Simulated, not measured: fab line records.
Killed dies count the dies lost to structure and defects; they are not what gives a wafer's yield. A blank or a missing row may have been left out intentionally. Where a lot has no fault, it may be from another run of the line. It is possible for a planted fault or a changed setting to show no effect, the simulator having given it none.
fab line records	flow sky130
record: lots: 7	wafers: 18	last-day: 50
route steps=708 shown FIELD_ISO@29 NWELL@32 DNWELL@35 PWDE@45 PAD_OPEN@708
lots that met no fault: taken from a fault-free run of the same line
start-h: the number of hours between the record's first day and the start of the first shown wafer of the lot	wait-h: how many hours have passed since the lot's step before this one	" as in the row above	L1.1+2: one row covering several wafers at once	- no value, or no start given	* or withheld: withheld	< > ~ a bound
route shown NAME@n: names a module that has steps shown in the file, with the first one's number in the route	usual: mean/standard deviation of fault-free wafers	same: alike in all rows	chamber/n: place in a boat	sites: readings site by site	_std_site: their standard deviation	_edge_site: outer sites' mean less inner sites'	radius-mm: for every site, how far away it sits from the centre of the wafer	mask NAME#n: copy n	behind: the last tool/chamber to shape the wafer	hold: reason for holding the lot/hours on hold/outcome of the hold	device: which transistor (n, p or np) failed to switch	end of line: tests run on the same wafers once the route is complete	for a step that has no rows: nothing shown but its recipe	killed: the dies lost at the first sort to structure and to defects; this is not the yield of the wafer	map: shows each die of a wafer: x if killed, . if not, _ if none is there
set.NAME: the setting that was run; set.NAME@STEP: the one run at that earlier step	model.NAME: the simulator's own value behind a step, which no gauge read
lots at some steps of the route; a table a step, a row a wafer
services: when a tool's chamber went out of use (start-h, in hours from the record's first day, below 0 if earlier), for how many hours, and the reason
== steps ==
step: SKY_FIELD_ISO_WET_ETCH_28
recipe: chemistry: dHF	target-depth-nm: 23.7	target: SiO2	dilution: 10:1	temp-c: 25	time-s: 47
step: SKY_FIELD_ISO_WET_ETCH_29
recipe: chemistry: H3PO4	target-depth-nm: 160	target: Si3N4	temp-c: 160	time-s: 1825
step: SKY_FIELD_ISO_WET_ETCH_30
recipe: chemistry: dHF	target-depth-nm: 25	target: SiO2	dilution: 10:1	temp-c: 25	time-s: 50
step: SKY_NWELL_CLEAN_00
recipe: chemistry: SC1/SC2	mix: 1:4:20	temp-c: 70	time-s: 150	dry: n2-spin
step: SKY_NWELL_OXIDATION_01
recipe: temp-c: 900	ambient: O2	stabilise-s: 600	purge-s: 300	target-thk-a: 100	ox-time-s: 1418
step: SKY_NWELL_THK_MEAS_02
recipe: reads: SiO2_of_NWELL_OXIDATION_01
usual: NWELL_OXIDATION_THK: 9.99/0.23
lot.wafer	tool	chamber	start-h	wait-h	NWELL_OXIDATION_THK[nm]
L300.1	film-metro-04	-	47.21	0.0	10.13
L300.2	"	-	"	"	10.13
L300.5	"	-	"	"	10.12
L301.1	film-metro-02	-	47.21	0.0	10.00
L301.2	"	-	"	"	9.97
L301.5	"	-	"	"	9.87
L308.3	film-metro-02	-	77.46	0.0	10.25
L308.6	"	-	"	"	10.25
L310.3	film-metro-02	-	88.90	0.0	9.57
L310.5	"	-	"	"	9.74
L312.3	film-metro-04	-	98.30	0.0	9.84
L312.6	"	-	"	"	9.80
L316.2	film-metro-03	-	119.27	0.0	10.12
L316.3	"	-	"	"	10.33
L316.4	"	-	"	"	10.22
L323.2	film-metro-03	-	153.29	0.0	10.48
L323.3	"	-	"	"	10.27
L323.6	"	-	"	"	10.46
step: SKY_DNWELL_DEHYDRATE_00
recipe: temp-c: 200	time-s: 60
step: SKY_DNWELL_HMDS_01
recipe: prime-time-s: 60	prime-temp-c: 120
step: SKY_DNWELL_COAT_02
recipe: spin-rpm: 2000	resist-thk-nm: 3000
step: SKY_DNWELL_SOFTBAKE_03
recipe: temp-c: 110	time-s: withheld
step: SKY_DNWELL_EXPOSE_04
recipe: mask-id: DNM	na: 0.57	target-cd-nm: 3000	dose-mj: 222
step: SKY_DNWELL_PEB_05
recipe: temp-c: 115	time-s: withheld
step: SKY_DNWELL_DEVELOP_06
recipe: wall-angle-deg: 90	developer: TMAH	develop-time-s: 60	dev-temp-c: 23
usual: developer-temp-C: 23.00/0.12
lot.wafer	tool	chamber	start-h	wait-h	developer-temp-C
L301.1	litho-track-01	0	61	-	22.80
L301.2	"	0	"	"	22.95
L301.5	"	0	"	"	22.96
L300.1	litho-track-04	0	61	-	23.21
L300.2	"	0	"	"	23.15
L300.5	"	0	62	-	22.96
L308.3	litho-track-01	0	93	-	22.88
L308.6	"	0	"	"	22.90
L310.3	litho-track-01	0	106	-	23.18
L310.5	"	0	"	"	23.03
L312.3	litho-track-01	0	116	-	22.92
L312.6	"	0	"	"	22.99
L316.2	litho-track-02	0	138	-	23.20
L316.3	"	0	"	"	23.17
L316.4	"	0	"	"	23.00
L323.2	litho-track-04	0	172	-	23.06
L323.3	"	0	"	"	22.95
L323.6	"	0	"	"	22.87
step: SKY_DNWELL_IMPLANT_07
recipe: species: P	energy-kev: withheld	dose-cm2: withheld	tilt-deg: withheld
step: SKY_DNWELL_STRIP_08
recipe: chemistry: O2/N2	power-w: 1400	pressure-mtorr: 1500	platen-temp-c: withheld	o2-flow-sccm: 3000	n2-flow-sccm: 300	overash-fraction: 0.5
usual: drypump-motor-current-A: 5.95/0.25	oes-product-au: 0.723/0.0044	strip-time-to-endpoint-s: 36.99/0.11
lot.wafer	tool	chamber	start-h	wait-h	drypump-motor-current-A	oes-product-au	rf-hours-counter-h	strip-time-to-endpoint-s
L301.1	plasma-asher-01	0	62.21	0.1	5.90	0.721	38	36.95
L301.2	"	1	"	"	6.23	0.720	38	36.93
L301.5	"	1	"	"	6.23	0.723	-	36.90
L300.1	plasma-asher-04	0	62.28	0.1	5.73	0.719	24	37.10
L300.2	"	1	"	"	6.04	0.725	24	37.01
L300.5	"	1	"	"	6.08	0.727	-	37.06
L308.3	plasma-asher-04	0	94.03	0.1	5.75	0.718	-	37.08
L308.6	"	1	"	"	6.03	0.718	-	37.12
L310.3	plasma-asher-01	1	107.03	0.1	6.22	0.725	-	36.91
L310.5	"	0	"	"	5.91	0.724	-	36.87
L312.3	plasma-asher-03	1	116.57	0.1	5.31	0.723	-	36.97
L312.6	"	0	"	"	6.08	0.728	-	36.93
L316.2	plasma-asher-01	1	138.44	0.1	6.22	0.721	46	36.86
L316.3	"	0	"	"	5.91	0.718	-	36.98
L316.4	"	1	"	"	6.19	0.721	-	36.93
L323.2	plasma-asher-01	0	173.16	0.1	5.90	0.725	49	37.11
L323.3	"	1	"	"	6.20	0.723	-	37.13
L323.6	"	1	"	"	6.19	0.731	-	37.27
step: SKY_DNWELL_TW_MEAS_09
usual: DNWELL_TW: 1111/7.9
lot.wafer	tool	chamber	start-h	wait-h	DNWELL_TW
L301.1	film-metro-03	-	62.31	0.1	1109
L301.2	"	-	"	"	1107
L301.5	"	-	"	"	1106
L300.1	film-metro-03	-	62.38	0.1	1104
L300.2	"	-	"	"	1112
L300.5	"	-	"	"	1116
L308.3	film-metro-04	-	94.11	0.1	1103
L308.6	"	-	"	"	1108
L310.3	film-metro-02	-	107.11	0.1	1098
L310.5	"	-	"	"	1094
L312.3	film-metro-02	-	116.66	0.1	1108
L312.6	"	-	"	"	1108
L316.2	film-metro-03	-	138.55	0.1	1115
L316.3	"	-	"	"	1114
L316.4	"	-	"	"	1126
L323.2	film-metro-03	-	173.27	0.1	1122
L323.3	"	-	"	"	1121
L323.6	"	-	"	"	1120
step: SKY_PWDE_DEHYDRATE_00
recipe: temp-c: 200	time-s: 60
step: SKY_PWDE_HMDS_01
recipe: prime-time-s: 60	prime-temp-c: 120
step: SKY_PWDE_COAT_02
recipe: spin-rpm: 2000	resist-thk-nm: 3000
step: SKY_PWDE_SOFTBAKE_03
recipe: temp-c: 110	time-s: withheld
step: SKY_PWDE_EXPOSE_04
recipe: mask-id: PWDEM	na: 0.6	source-shape: conventional	sigma-outer: 0.6	polarization: unpolarized	target-cd-nm: 840	dose-mj: 214
step: SKY_PWDE_PEB_05
recipe: temp-c: 115	time-s: withheld
step: SKY_PWDE_DEVELOP_06
recipe: wall-angle-deg: 90	developer: TMAH	develop-time-s: 60	dev-temp-c: 23
step: SKY_PWDE_OVL_MEAS_07
usual: PWDE_OVL: 1.3/1.6
lot.wafer	tool	chamber	start-h	wait-h	PWDE_OVL[nm]
L301.1	overlay-02	-	78.34	-	3.2
L301.2	"	-	"	"	2.6
L301.5	"	-	"	"	1.7
L300.1	overlay-02	-	78.56	-	2.4
L300.2	"	-	"	"	1.9
L300.5	"	-	"	"	-1.0
L308.3	overlay-01	-	111.85	-	1.3
L308.6	"	-	"	"	-1.1
L310.3	overlay-02	-	125.20	-	1.1
L310.5	"	-	"	"	2.1
L312.3	overlay-01	-	135.42	-	-0.6
L312.6	"	-	"	"	0.6
L316.2	overlay-01	-	156.92	-	2.2
L316.3	"	-	"	"	-0.3
L316.4	"	-	"	"	0.2
L323.2	overlay-02	-	194.02	-	1.4
L323.3	"	-	"	"	1.8
L323.6	"	-	"	"	1.4
step: SKY_PWDE_IMPLANT_08
recipe: species: B	energy-kev: 150	dose-cm2: 3.6e+12	tilt-deg: withheld
step: SKY_PWDE_STRIP_09
recipe: chemistry: O2/N2	power-w: 1400	pressure-mtorr: 1500	platen-temp-c: withheld	o2-flow-sccm: 3000	n2-flow-sccm: 300	overash-fraction: 0.5
usual: drypump-motor-current-A: 5.87/0.15	oes-product-au: 0.723/0.0042	strip-time-to-endpoint-s: 36.90/0.077
lot.wafer	tool	chamber	start-h	wait-h	drypump-motor-current-A	oes-product-au	rf-hours-counter-h	strip-time-to-endpoint-s
L301.1	plasma-asher-02	1	78.53	0.1	5.75	0.722	37	36.83
L301.2	"	0	"	"	5.87	0.721	37	36.84
L301.5	"	0	"	"	5.83	0.725	-	36.75
L300.1	plasma-asher-04	1	78.75	0.1	6.05	0.719	26	36.77
L300.2	"	0	"	"	5.75	0.720	26	36.71
L300.5	"	0	"	"	5.76	0.720	-	36.99
L308.3	plasma-asher-04	0	112.12	0.2	5.73	0.725	-	36.90
L308.6	"	1	"	"	6.07	0.724	-	36.90
L310.3	plasma-asher-02	0	125.41	0.1	5.83	0.730	-	36.92
L310.5	"	1	"	"	5.73	0.720	-	36.94
L312.3	plasma-asher-02	0	135.63	0.1	5.85	0.727	-	36.85
L312.6	"	0	"	"	5.85	0.722	-	36.86
L316.2	plasma-asher-02	0	157.10	0.1	5.86	0.727	3	36.97
L316.3	"	1	"	"	5.77	0.724	-	37.00
L316.4	"	0	"	"	5.84	0.731	-	36.95
L323.2	plasma-asher-01	0	194.20	0.1	5.91	0.723	51	37.02
L323.3	"	0	"	"	5.91	0.727	-	36.85
L323.6	"	0	"	"	5.91	0.714	-	36.84
step: SKY_PWDE_TW_MEAS_10
usual: PWDE_TW: 371.5/2.2
lot.wafer	tool	chamber	start-h	wait-h	PWDE_TW
L301.1	film-metro-02	-	78.63	0.1	368.5
L301.2	"	-	"	"	370.8
L301.5	"	-	"	"	370.6
L300.1	film-metro-03	-	78.85	0.1	372.0
L300.2	"	-	"	"	371.4
L300.5	"	-	"	"	371.4
L308.3	film-metro-04	-	112.20	0.1	371.7
L308.6	"	-	"	"	372.3
L310.3	film-metro-02	-	125.50	0.1	372.0
L310.5	"	-	"	"	372.0
L312.3	film-metro-02	-	135.72	0.1	371.8
L312.6	"	-	"	"	372.1
L316.2	film-metro-02	-	157.21	0.1	371.0
L316.3	"	-	"	"	371.5
L316.4	"	-	"	"	370.8
L323.2	film-metro-03	-	194.31	0.1	377.3
L323.3	"	-	"	"	374.3
L323.6	"	-	"	"	372.8
step: SKY_NWELL_DEHYDRATE_03
recipe: temp-c: 200	time-s: 60
step: SKY_NWELL_HMDS_04
recipe: prime-time-s: 60	prime-temp-c: 120
step: SKY_NWELL_COAT_05
recipe: spin-rpm: 2000	resist-thk-nm: 3000
step: SKY_NWELL_SOFTBAKE_06
recipe: temp-c: 110	time-s: withheld
step: SKY_NWELL_EXPOSE_07
recipe: mask-id: NWM	na: 0.6	source-shape: conventional	sigma-outer: 0.6	polarization: unpolarized	target-cd-nm: 840	dose-mj: 255
step: SKY_NWELL_PEB_08
recipe: temp-c: 115	time-s: withheld
step: SKY_NWELL_DEVELOP_09
recipe: wall-angle-deg: 90	developer: TMAH	develop-time-s: 60	dev-temp-c: 23
step: SKY_NWELL_OVL_MEAS_10
usual: NWELL_00_OVL: 0.6/1.3
lot.wafer	tool	chamber	start-h	wait-h	NWELL_00_OVL[nm]
L301.1	overlay-02	-	96.14	-	0.4
L301.2	"	-	"	"	-1.5
L301.5	"	-	"	"	0.0
L300.1	overlay-01	-	96.55	-	0.5
L300.2	"	-	"	"	-2.4
L300.5	"	-	"	"	-0.6
L308.3	overlay-02	-	131.15	-	-0.8
L308.6	"	-	"	"	0.1
L310.3	overlay-02	-	144.31	-	1.9
L310.5	"	-	"	"	1.5
L312.3	overlay-02	-	155.00	-	1.5
L312.6	"	-	"	"	1.4
L316.2	overlay-01	-	176.94	-	0.6
L316.3	"	-	"	"	0.0
L316.4	"	-	"	"	1.1
L323.2	overlay-02	-	216.14	-	0.9
L323.3	"	-	"	"	3.0
L323.6	"	-	"	"	3.3
step: SKY_NWELL_IMPLANT_11
recipe: species: P	energy-kev: 400	dose-cm2: 1.9e+13	tilt-deg: withheld
step: SKY_NWELL_IMPLANT_12
recipe: species: P	energy-kev: 120	dose-cm2: 1.3e+12	tilt-deg: withheld
step: SKY_NWELL_IMPLANT_13
recipe: species: P	energy-kev: 50	dose-cm2: 7e+11	tilt-deg: withheld
step: SKY_NWELL_STRIP_14
recipe: chemistry: O2/N2	power-w: 1400	pressure-mtorr: 1500	platen-temp-c: withheld	o2-flow-sccm: 3000	n2-flow-sccm: 300	overash-fraction: 0.5
usual: drypump-motor-current-A: 5.80/0.25	oes-product-au: 0.722/0.0046	strip-time-to-endpoint-s: 36.96/0.092
lot.wafer	tool	chamber	start-h	wait-h	drypump-motor-current-A	oes-product-au	rf-hours-counter-h	strip-time-to-endpoint-s
L301.1	plasma-asher-04	1	96.63	0.1	6.05	0.725	27	37.03
L301.2	"	0	"	"	5.77	0.725	27	36.99
L301.5	"	1	"	"	6.06	0.717	-	36.94
L300.1	plasma-asher-03	1	97.03	0.1	5.34	0.724	44	36.87
L300.2	"	0	"	"	6.09	0.719	44	36.91
L300.5	"	1	"	"	5.32	0.715	-	36.71
L308.3	plasma-asher-03	0	131.66	0.1	6.09	0.721	-	36.95
L308.6	"	0	"	"	6.04	0.714	-	36.94
L310.3	plasma-asher-03	1	144.82	0.1	5.34	0.722	-	36.88
L310.5	"	1	"	"	5.31	0.719	-	36.77
L312.3	plasma-asher-03	1	155.51	0.1	5.33	0.716	-	36.86
L312.6	"	1	"	"	5.30	0.720	-	36.98
L316.2	plasma-asher-04	0	177.42	0.1	5.74	0.731	35	37.04
L316.3	"	1	"	"	6.03	0.720	-	37.05
L316.4	"	0	"	"	5.74	0.727	-	36.90
L323.2	plasma-asher-04	0	216.62	0.1	5.75	0.724	40	37.05
L323.3	"	1	"	"	6.06	0.712	-	37.02
L323.6	"	1	"	"	6.04	0.717	-	37.13
step: SKY_NWELL_TW_MEAS_15
usual: NWELL_TW: 1818/13
lot.wafer	tool	chamber	start-h	wait-h	NWELL_TW
L301.1	film-metro-04	-	96.73	0.1	1820
L301.2	"	-	"	"	1811
L301.5	"	-	"	"	1815
L300.1	film-metro-03	-	97.13	0.1	1808
L300.2	"	-	"	"	1810
L300.5	"	-	"	"	1815
L308.3	film-metro-03	-	131.74	0.1	1830
L308.6	"	-	"	"	1826
L310.3	film-metro-03	-	144.90	0.1	1815
L310.5	"	-	"	"	1811
L312.3	film-metro-02	-	155.60	0.1	1797
L312.6	"	-	"	"	1806
L316.2	film-metro-03	-	177.53	0.1	1841
L316.3	"	-	"	"	1832
L316.4	"	-	"	"	1835
L323.2	film-metro-02	-	216.73	0.1	1812
L323.3	"	-	"	"	1821
L323.6	"	-	"	"	1814
step: SKY_NWELL_DEHYDRATE_16
recipe: temp-c: 200	time-s: 60
step: SKY_NWELL_HMDS_17
recipe: prime-time-s: 60	prime-temp-c: 120
step: SKY_PAD_OPEN_PROBE_99
usual: killed_at_M0_to_M3: 43/7.3	killed_at_M4_up: 3.1/1.7	killed-at-contacts: 25/5.3	killed-at-front-end: 15/4.3	killed-at-other: 0.2/0.54	killed-dies: 87/10	killed-open: 48/7.6	killed-short: 38/6.1
same: gross-dies: 492	killed-at-back-side: 0
lot.wafer	tool	chamber	start-h	wait-h	killed_at_M0_to_M3	killed_at_M4_up	killed-at-contacts	killed-at-front-end	killed-at-other	killed-dies	killed-open	killed-short	model.etest.res-deep-nwell.width-nm	model.etest.res-deep-nwell.line-ohm-um
L300.1	prober-02	-	1088.83	0.1	42	6	28	15	0	91	43	48	2989	733.9
L300.2	prober-02	-	1088.88	0.1	45	2	23	13	0	83	47	36	2989	723.2
L300.5	prober-02	-	1089.03	0.2	51	2	17	18	0	88	53	35	2982	747.1
L301.1	prober-01	-	1089.87	0.1	45	3	24	10	0	82	47	35	3003	755.6
L301.2	prober-01	-	1089.92	0.1	51	0	24	7	0	82	41	39	2992	733.6
L301.5	prober-01	-	1090.07	0.2	45	7	30	16	0	98	55	43	3002	749.7
L308.3	prober-01	-	1127.20	0.2	40	2	24	11	2	79	39	40	2864	779.9
L308.6	prober-01	-	1127.35	0.2	60	3	20	14	1	98	53	45	2991	734.5
L310.3	prober-01	-	1145.63	0.2	41	4	30	13	0	88	49	39	2871	764.8
L310.5	prober-01	-	1145.73	0.2	43	3	27	22	0	95	57	38	2999	723.8
L312.3	prober-02	-	1150.17	0.2	48	3	18	16	1	86	52	34	2866	792.9
L312.6	prober-02	-	1150.32	0.2	51	2	27	15	0	95	63	32	2989	733.3
L316.2	prober-01	-	1169.36	0.1	42	2	19	16	0	79	45	34	2984	741.4
L316.3	prober-01	-	1169.41	0.2	45	3	27	13	1	89	52	37	2982	746.8
L316.4	prober-01	-	1169.46	0.2	44	0	20	13	0	77	47	30	2992	737.7
L323.2	prober-02	-	1195.51	0.1	44	3	26	11	0	84	55	26	2977	744.2
L323.3	prober-02	-	1195.56	0.2	40	5	28	14	1	88	51	36	2978	747
L323.6	prober-02	-	1195.71	0.2	52	0	19	9	0	80	47	33	2998	742.6
killed by level:class
L300.1 CONTACT:geometric-particle:open=11 METAL1:geometric-particle:short=8 VIA1:geometric-particle:open=7 FIELD_ISO:geometric-particle:short=6 LI_CONTACT:geometric-particle:open=6 METAL2:geometric-particle:short=6 LOCAL_INTERCONNECT:geometric-particle:short=5 CONTACT:geometric-particle:short=5
L300.2 CONTACT:geometric-particle:open=9 VIA1:geometric-particle:open=9 VIA3:geometric-particle:open=7 FIELD_ISO:geometric-particle:short=6 VIA2:geometric-particle:open=6 METAL2:geometric-particle:short=6 METAL1:geometric-particle:short=5 POLY_GATE:geometric-particle:open=4
L300.5 VIA1:geometric-particle:open=11 CONTACT:geometric-particle:open=10 VIA2:geometric-particle:open=9 VIA3:geometric-particle:open=8 METAL1:geometric-particle:short=7 METAL2:geometric-particle:short=5 POLY_GATE:geometric-particle:open=4 POLY_GATE:geometric-particle:short=4
L301.1 VIA1:geometric-particle:open=14 CONTACT:geometric-particle:open=11 METAL2:geometric-particle:short=6 VIA3:geometric-particle:short=5 VIA3:geometric-particle:open=5 METAL1:geometric-particle:short=4 VIA1:geometric-particle:short=4 VIA2:geometric-particle:open=4
L301.2 CONTACT:geometric-particle:open=10 VIA1:geometric-particle:open=9 VIA3:geometric-particle:open=8 METAL1:geometric-particle:short=7 VIA1:geometric-particle:short=6 LI_CONTACT:geometric-particle:open=5 METAL3:geometric-particle:short=5 VIA2:geometric-particle:open=5
L301.5 VIA1:geometric-particle:open=10 LI_CONTACT:geometric-particle:open=9 CONTACT:geometric-particle:open=8 VIA2:geometric-particle:open=8 FIELD_ISO:geometric-particle:open=6 METAL1:geometric-particle:short=6 CONTACT:geometric-particle:short=5 VIA2:geometric-particle:short=5
L308.3 VIA1:geometric-particle:open=9 LOCAL_INTERCONNECT:geometric-particle:short=7 LI_CONTACT:geometric-particle:open=5 VIA3:geometric-particle:open=5 VIA3:geometric-particle:short=5 VIA2:geometric-particle:open=5 FIELD_ISO:geometric-particle:open=4 FIELD_ISO:geometric-particle:short=4
L308.6 VIA2:geometric-particle:open=12 METAL2:geometric-particle:short=11 VIA1:geometric-particle:open=10 VIA3:geometric-particle:open=7 CONTACT:geometric-particle:open=7 VIA1:geometric-particle:short=7 LI_CONTACT:geometric-particle:open=6 FIELD_ISO:geometric-particle:short=5
L310.3 CONTACT:geometric-particle:open=13 VIA1:geometric-particle:open=12 LI_CONTACT:geometric-particle:open=6 VIA2:geometric-particle:open=5 VIA3:geometric-particle:open=5 LOCAL_INTERCONNECT:geometric-particle:short=4 METAL1:geometric-particle:short=4 VIA1:geometric-particle:short=4
L310.5 CONTACT:geometric-particle:open=14 VIA1:geometric-particle:open=10 VIA3:geometric-particle:open=10 VIA2:geometric-particle:open=6 FIELD_ISO:geometric-particle:open=5 POLY_GATE:geometric-particle:short=5 FIELD_ISO:geometric-particle:short=4 LOCAL_INTERCONNECT:geometric-particle:short=4
L312.3 VIA1:geometric-particle:open=13 METAL2:geometric-particle:short=8 CONTACT:geometric-particle:open=7 POLY_GATE:geometric-particle:open=6 VIA3:geometric-particle:open=6 FIELD_ISO:geometric-particle:short=5 METAL2:geometric-particle:open=5 LI_CONTACT:geometric-particle:open=4
L312.6 VIA1:geometric-particle:open=15 CONTACT:geometric-particle:open=11 LI_CONTACT:geometric-particle:open=9 VIA3:geometric-particle:open=8 VIA2:geometric-particle:open=6 VIA1:geometric-particle:short=5 POLY_GATE:geometric-particle:short=4 POLY_GATE:geometric-particle:open=4
L316.2 VIA1:geometric-particle:open=11 VIA3:geometric-particle:open=7 CONTACT:geometric-particle:short=6 METAL2:geometric-particle:short=6 POLY_GATE:geometric-particle:open=5 CONTACT:geometric-particle:open=5 LI_CONTACT:geometric-particle:open=4 VIA2:geometric-particle:short=4
L316.3 VIA1:geometric-particle:open=12 LI_CONTACT:geometric-particle:open=11 VIA3:geometric-particle:open=11 METAL2:geometric-particle:short=5 FIELD_ISO:geometric-particle:open=4 LOCAL_INTERCONNECT:geometric-particle:short=4 CONTACT:geometric-particle:short=4 CONTACT:geometric-particle:open=4
L316.4 CONTACT:geometric-particle:open=11 METAL2:geometric-particle:short=10 VIA1:geometric-particle:open=9 VIA2:geometric-particle:open=7 VIA3:geometric-particle:open=6 LI_CONTACT:geometric-particle:open=4 VIA1:geometric-particle:short=3 FIELD_ISO:geometric-particle:open=3
L323.2 VIA1:geometric-particle:open=13 CONTACT:geometric-particle:open=12 VIA3:geometric-particle:open=8 LI_CONTACT:geometric-particle:open=6 VIA2:geometric-particle:open=5 LI_CONTACT:geometric-particle:short=4 VIA1:geometric-particle:short=3 METAL2:geometric-particle:short=3
L323.3 VIA2:geometric-particle:open=13 CONTACT:geometric-particle:open=11 LI_CONTACT:geometric-particle:open=6 LOCAL_INTERCONNECT:geometric-particle:short=5 VIA1:geometric-particle:open=5 POLY_GATE:geometric-particle:open=4 METAL1:geometric-particle:short=4 VIA2:geometric-particle:short=4
L323.6 VIA1:geometric-particle:open=11 VIA3:geometric-particle:open=9 CONTACT:geometric-particle:open=7 METAL1:geometric-particle:short=7 LI_CONTACT:geometric-particle:open=6 VIA1:geometric-particle:short=6 VIA2:geometric-particle:open=5 METAL2:geometric-particle:short=5
== services ==
tool	chamber	start-h	hours	kind
plasma-asher-01	-	72.54	1.5	repair
litho-track-01	-	73.45	-	consumable-replace:filter
litho-track-01	-	94.03	-	consumable-replace:filter
plasma-asher-02	-	108.75	9.0	pm
plasma-asher-02	0	108.75	9.0	vent-cycle
plasma-asher-02	1	108.75	9.0	vent-cycle
plasma-asher-02	0	117.75	-	clean
plasma-asher-02	1	117.75	-	clean
plasma-asher-03	-	162.68	1.5	repair
plasma-asher-02	-	185.82	7.5	repair
== key ==
first-sign none at tools or gauges
model-effect: step: SKY_PAD_OPEN_PROBE_99	value: etest.res-deep-nwell.width-nm	without: 3002	struck: 2867
met-at SKY_DNWELL_DEVELOP_06
struck-wafers L308.3,L310.3,L312.3
tester-left-out L308,L310,L312
onset-between 61 93
fault: kind: process-parameter-drift	tool: litho-track-01	chamber: -	onset-h: 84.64	steps: SKY_DNWELL_DEVELOP_06	channel: develop-time-s	offset: *	shape: step	end-h: 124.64	scope: struck-wafers-only	acts-in: *	stated: *
tester-left-out: of these lots the tester's yield and bins aren't shown, on N5 and GAA mostly nor the transistor test; their killed dies are dies lost to structure and defects alone, not to doping, threshold or leakage, so they don't give the yield
